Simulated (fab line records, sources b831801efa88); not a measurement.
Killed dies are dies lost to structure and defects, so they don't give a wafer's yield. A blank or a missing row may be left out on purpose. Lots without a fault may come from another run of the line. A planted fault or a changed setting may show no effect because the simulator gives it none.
fab line records | flow sky130
record lots=11 wafers=33 last_day=50
route steps=708 shown METAL1@438 VIA2@507 PAD_OPEN@708
lots that met no fault: from a run of the same line without faults
start_h: hours from the record's first day to the start of the lot's first wafer shown | wait_h: hours since the lot's step before | " the same as in the row above | L1.1+2: a row that stands for several wafers | - no value, or no start given | * or withheld: withheld | < > ~ a bound
route shown NAME@n: a module of which the file shows steps, and the number in the route of the first | usual: mean/standard deviation of fault-free wafers | same: alike in all rows | chamber/n: place in a boat | sites: the reading at each site | _std_site: their standard deviation | _edge_site: outer sites' mean less inner sites' | radius_mm: how far each site lies from the wafer's centre | mask NAME#n: copy n | behind: the tool/chamber that last shaped the wafer | hold: why the lot was held/for how many hours/how that ended | device: the transistor (n, p or np) that didn't switch | end of line: the same wafers' tests at the end of the route | a step without rows: its recipe alone | killed: dies lost to structure and defects at the first sort, not the wafer's yield | map: a wafer's dies, x killed, . not, _ none there
set.NAME: the setting as run; set.NAME@STEP: as run at that earlier step | model.NAME: the simulator's own value behind a step, which no gauge read
steps of the route over a sample of lots; a table a step, a row a wafer
services: from which hour (start_h, from the record's first day; less than 0 if before it) a tool's chamber was out of use, for how many hours, and why
## steps
# step SKY_METAL1_SPUTTER_04
# recipe material=TiN target_thk_nm=70 power_w=6500 time_s=58.3 chamber_pressure_pa=0.4
# usual throttle_valve_pct=31.0/1.3
# columns lot.wafer tool chamber start_h wait_h throttle_valve_pct
L227.1 pvd_sputter-03 - 733.27 0.0 29.5
L227.4 " - " " 28.5
L227.6 " - " " 29.4
L229.1 pvd_sputter-04 - 753.25 0.0 32.3
L229.2 " - " " 30.8
L229.5 " - " " 31.0
L234.2 pvd_sputter-02 - 789.62 0.0 29.5
L234.3 " - " " 30.5
L234.4 " - " " 32.3
L235.2 pvd_sputter-04 - 802.36 0.0 30.8
L235.3 " - " " 30.9
L235.6 " - " " 32.3
L242.4 pvd_sputter-04 - 867.14 0.0 32.2
L242.5 " - " " 31.0
L242.6 " - " " 30.8
L245.2 pvd_sputter-02 - 880.25 0.0 30.6
L245.4 " - " " 29.2
L245.6 " - " " 30.0
L244.2 pvd_sputter-04 - 884.80 0.0 31.0
L244.3 " - " " 30.8
L244.6 " - " " 30.7
L246.1 pvd_sputter-04 - 892.41 0.0 32.4
L246.5 " - " " 32.1
L246.6 " - " " 30.9
L247.1 pvd_sputter-03 - 894.57 0.0 29.6
L247.2 " - " " 30.6
L247.5 " - " " 32.3
L248.1 pvd_sputter-02 - 898.39 0.0 30.1
L248.2 " - " " 30.4
L248.4 " - " " 32.8
L250.2 pvd_sputter-03 - 910.73 0.0 28.7
L250.5 " - " " 32.4
L250.6 " - " " 30.9
# step SKY_METAL1_DESCUM_17
# recipe chemistry=O2 source_power_w=150 bias_power_w=0 pressure_mtorr=10 temp_c=40 time_s=8
# usual drypump_motor_current_A=5.8/0.34 oes_product_au=0.997/0.0072
# same bias_power_w=0
# columns lot.wafer tool chamber start_h wait_h drypump_motor_current_A oes_product_au rf_hours_counter_h
L227.1 rie_metal-01 0 760.33 0.0 6.1 1.004 5
L227.4 " 0 " " 6.1 0.993 -
L227.6 " 0 " " 6.2 1.016 -
L229.1 rie_metal-01 1 779.69 0.0 6.0 0.998 1
L229.2 " 0 " " 6.2 0.997 5
L229.5 " 1 " " 6.0 0.995 -
L234.2 rie_metal-04 0 816.46 0.0 5.4 1.000 4
L234.3 " 1 " " 5.8 0.992 -
L234.4 " 0 " " 5.4 1.006 -
L235.2 rie_metal-03 1 829.36 0.0 5.5 1.005 12
L235.3 " 0 " " 6.3 1.002 -
L235.6 " 0 " " 6.3 0.988 -
L242.4 rie_metal-04 1 893.81 0.0 5.9 0.989 -
L242.5 " 1 " " 5.9 0.987 -
L242.6 " 0 " " 5.4 0.999 -
L245.2 rie_metal-01 0 906.16 0.0 6.2 1.000 11
L245.4 " 0 " " 6.2 0.996 -
L245.6 " 0 " " 6.2 1.007 -
L244.2 rie_metal-03 0 910.78 0.0 6.3 0.997 15
L244.3 " 1 " " 5.6 0.995 -
L244.6 " 0 " " 6.3 0.985 -
L246.1 rie_metal-03 1 917.96 0.0 5.5 0.999 15
L246.5 " 0 " " 6.3 1.001 -
L246.6 " 1 " " 5.5 0.995 -
L247.1 rie_metal-04 1 920.54 0.0 5.9 0.986 10
L247.2 " 0 " " 5.4 1.009 9
L247.5 " 1 " " 5.9 0.992 -
L248.1 rie_metal-04 1 923.96 0.0 5.9 0.996 10
L248.2 " 0 " " 5.3 1.004 9
L248.4 " 1 " " 5.8 0.998 -
L250.2 rie_metal-04 1 935.73 0.0 5.8 0.988 10
L250.5 " 1 " " 5.9 0.986 -
L250.6 " 0 " " 5.3 0.986 -
# step SKY_METAL1_METAL_ETCH_19
# recipe target_depth_a=3600 stop_on=SiO2 over_etch_frac=0.3 time_s=78 chemistry=Cl2/BCl3 resist_sidewall_deg=88 pressure_mtorr=10 icp_w=900 bias_w=48.5 Cl2_flow_sccm=60 bcl3_flow_sccm=30
# usual drypump_motor_current_A=5.8/0.34 oes_product_au=0.853/0.0055 throttle_valve_pct=22.263/0.0095
# columns lot.wafer tool chamber start_h wait_h drypump_motor_current_A oes_product_au rf_hours_counter_h throttle_valve_pct
L227.1 rie_metal-01 0 760.42 0.0 6.2 0.855 5 22.276
L227.4 " 0 " " 6.2 0.854 - 22.261
L227.6 " 0 " " 6.2 0.850 - 22.269
L229.1 rie_metal-01 1 779.79 0.0 6.0 0.851 1 22.264
L229.2 " 0 " " 6.2 0.860 5 22.252
L229.5 " 1 " " 6.0 0.858 - 22.269
L234.2 rie_metal-04 0 816.55 0.0 5.4 0.855 4 22.260
L234.3 " 1 " " 5.8 0.842 - 22.261
L234.4 " 0 " " 5.4 0.849 - 22.281
L235.2 rie_metal-03 1 829.45 0.0 5.5 0.845 12 22.286
L235.3 " 0 " " 6.3 0.839 - 22.267
L235.6 " 0 " " 6.3 0.856 - 22.280
L242.4 rie_metal-04 1 893.92 0.1 5.8 0.849 - 22.275
L242.5 " 1 " " 5.8 0.855 - 22.263
L242.6 " 0 " " 5.4 0.854 - 22.264
L245.2 rie_metal-01 0 906.25 0.0 6.2 0.853 11 22.266
L245.4 " 0 " " 6.2 0.850 - 22.267
L245.6 " 0 " " 6.2 0.855 - 22.257
L244.2 rie_metal-03 0 910.87 0.0 6.3 0.860 15 22.271
L244.3 " 1 " " 5.6 0.856 - 22.249
L244.6 " 0 " " 6.3 0.850 - 22.281
L246.1 rie_metal-03 1 918.05 0.0 5.5 0.856 15 22.264
L246.5 " 0 " " 6.3 0.860 - 22.268
L246.6 " 1 " " 5.5 0.853 - 22.264
L247.1 rie_metal-04 1 920.64 0.0 5.8 0.854 10 22.266
L247.2 " 0 " " 5.3 0.848 9 22.268
L247.5 " 1 " " 5.8 0.855 - 22.253
L248.1 rie_metal-04 1 924.05 0.0 5.8 0.851 10 22.268
L248.2 " 0 " " 5.3 0.854 9 22.261
L248.4 " 1 " " 5.9 0.861 - 22.250
L250.2 rie_metal-04 1 935.82 0.0 5.9 0.852 10 22.245
L250.5 " 1 " " 5.9 0.856 - 22.264
L250.6 " 0 " " 5.4 0.850 - 22.270
# step SKY_VIA2_HDPCVD_00
# recipe material=SiO2 target_thk_nm=1180 sigma_open_frac=0.3 time_s=196.7 temp_c=400 sih4_flow_sccm=60 pressure_mtorr=6
# usual sih4_flow_sccm=60.03/0.18
# columns lot.wafer tool chamber start_h wait_h sih4_flow_sccm
L227.1 hdpcvd-01 1 816.93 0.0 60.30
L227.4 " 2 " " 60.22
L227.6 " 0 " " 59.80
L229.1 hdpcvd-01 0 837.20 0.0 60.27
L229.2 " 1 " " 59.91
L229.5 " 0 " " 59.94
L234.2 hdpcvd-02 2 873.16 0.0 60.00
L234.3 " 1 " " 60.02
L234.4 " 0 " " 48.12
L235.2 hdpcvd-02 2 884.49 0.0 60.47
L235.3 " 0 " " 48.03
L235.6 " 1 " " 59.96
L242.4 hdpcvd-02 2 948.36 0.1 59.90
L242.5 " 0 " " 60.09
L242.6 " 1 " " 59.91
L245.2 hdpcvd-02 0 959.67 0.0 60.02
L245.4 " 2 " " 60.04
L245.6 " 1 " " 60.11
L244.2 hdpcvd-02 2 963.67 0.1 59.96
L244.3 " 0 " " 59.95
L244.6 " 0 " " 60.12
L246.1 hdpcvd-01 0 970.62 0.0 60.15
L246.5 " 0 " " 60.14
L246.6 " 1 " " 60.09
L247.1 hdpcvd-02 0 973.82 0.0 60.10
L247.2 " 2 " " 60.01
L247.5 " 0 " " 60.39
L248.1 hdpcvd-01 1 977.87 0.0 59.79
L248.2 " 2 " " 59.76
L248.4 " 2 " " 60.02
L250.2 hdpcvd-02 0 987.76 0.0 60.14
L250.5 " 0 " " 60.22
L250.6 " 1 " " 60.05
# step SKY_VIA2_THK_MEAS_01
# recipe reads=SiO2_of_VIA2_HDPCVD_00
# usual VIA2_HDPCVD_THK=1183/11
# columns lot.wafer tool chamber start_h wait_h VIA2_HDPCVD_THK[nm]
L227.1 film_metro-04 - 817.06 0.1 1209
L227.4 " - " " 1185
L227.6 " - " " 1174
L229.1 film_metro-03 - 837.33 0.1 1183
L229.2 " - " " 1175
L229.5 " - " " 1171
L234.2 film_metro-03 - 873.30 0.1 1177
L234.3 " - " " 1190
L234.4 " - " " 955
L235.2 film_metro-04 - 884.62 0.1 1166
L235.3 " - " " 934
L235.6 " - " " 1175
L242.4 film_metro-01 - 948.45 0.0 1172
L242.5 " - " " 1168
L242.6 " - " " 1166
L245.2 film_metro-04 - 959.81 0.1 1197
L245.4 " - " " 1197
L245.6 " - " " 1185
L244.2 film_metro-01 - 963.81 0.1 1185
L244.3 " - " " 1184
L244.6 " - " " 1179
L246.1 film_metro-04 - 970.75 0.1 1186
L246.5 " - " " 1176
L246.6 " - " " 1188
L247.1 film_metro-01 - 973.95 0.1 1173
L247.2 " - " " 1186
L247.5 " - " " 1175
L248.1 film_metro-01 - 978.00 0.1 1168
L248.2 " - " " 1177
L248.4 " - " " 1178
L250.2 film_metro-01 - 987.89 0.1 1197
L250.5 " - " " 1194
L250.6 " - " " 1187
# step SKY_PAD_OPEN_PROBE_99
# usual defect_limited_yield=82.8/1.8 killed_at_M0_to_M3=42/6.4 killed_at_M4_up=3.0/2 killed_at_contacts=24/5.2 killed_at_front_end=14/4.2 killed_at_other=0.4/0.72 killed_dies=84/9 killed_open=46/6.6 killed_short=38/6 sort_bin_3_pad_short=0.9/0.4 sort_bin_5_function=10.1/1.4 sort_bin_6_memory=6.2/1.1 sort_n_pass=408/9 sort_yield_pct=82.8/1.8
# same gross_dies=492 killed_at_back_side=0 sort_bin_4_leakage[%]=0 sort_bin_8_speed[%]=0
# columns lot.wafer tool chamber start_h wait_h defect_limited_yield[%] killed_at_M0_to_M3 killed_at_M4_up killed_at_contacts killed_at_front_end killed_at_other killed_dies killed_open killed_short sort_bin_3_pad_short[%] sort_bin_5_function[%] sort_bin_6_memory[%] sort_n_pass sort_yield_pct[%]
L246.5 prober-01 - 1187.91 0.2 83.9 43 2 19 14 1 79 45 34 0.6 9.8 5.7 413 83.9
# killed by level:class
L246.5 VIA1:geometric_particle:open=10 CONTACT:geometric_particle:open=9 METAL2:geometric_particle:short=7 VIA2:geometric_particle:open=6 POLY_GATE:geometric_particle:short=5 LI_CONTACT:geometric_particle:open=5 VIA3:geometric_particle:short=4 FIELD_ISO:geometric_particle:short=3
## services
# columns tool chamber start_h hours kind
pvd_sputter-04 - 720.61 0.5 repair
hdpcvd-02 - 739.66 4.1 repair
rie_metal-01 1 742.96 - clean
rie_metal-01 1 742.96 15.5 scheduled_down
rie_metal-01 1 742.96 15.5 vent_cycle
pvd_sputter-03 - 769.92 4.7 repair
hdpcvd-01 - 780.28 0.3 repair
rie_metal-04 - 792.49 0.7 repair
rie_metal-01 - 810.29 0.5 repair
hdpcvd-02 2 849.33 2.4 repair
pvd_sputter-02 - 882.17 6.3 repair
hdpcvd-01 2 882.85 3.1 repair
pvd_sputter-04 2 884.85 - consumable_replace:kit
pvd_sputter-03 - 901.97 4.1 repair
hdpcvd-02 - 915.42 6.0 pm
rie_metal-03 1 919.12 - clean
rie_metal-03 1 919.12 22.6 scheduled_down
rie_metal-03 1 919.12 22.6 vent_cycle
hdpcvd-02 0 926.35 5.0 repair
rie_metal-03 0 941.71 - clean
rie_metal-03 0 941.71 16.1 scheduled_down
rie_metal-03 0 941.71 16.1 vent_cycle
rie_metal-01 - 944.44 1.2 repair
hdpcvd-01 - 950.25 15.0 pm
## key
first_sign step=SKY_VIA2_HDPCVD_00 reading=sih4_flow_sccm direction=down sigmas=66 usual=60.03 struck=48.07
effect step=SKY_VIA2_THK_MEAS_01 reading=VIA2_HDPCVD_THK direction=down sigmas=21 usual=1183 struck=944
met_at SKY_VIA2_HDPCVD_00
struck_lots L234,L235
struck_wafers L234.4,L235.3
not_acting_at SKY_METAL1_SPUTTER_04,SKY_METAL1_DESCUM_17,SKY_METAL1_METAL_ETCH_19
fault kind=process_parameter_drift tool=hdpcvd-02 chamber=0 onset_h=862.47 steps=SKY_VIA2_HDPCVD_00 channel=sih4_flow_sccm offset=-12 shape=step end_h=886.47 acts_in=these_recipes_only stated=60
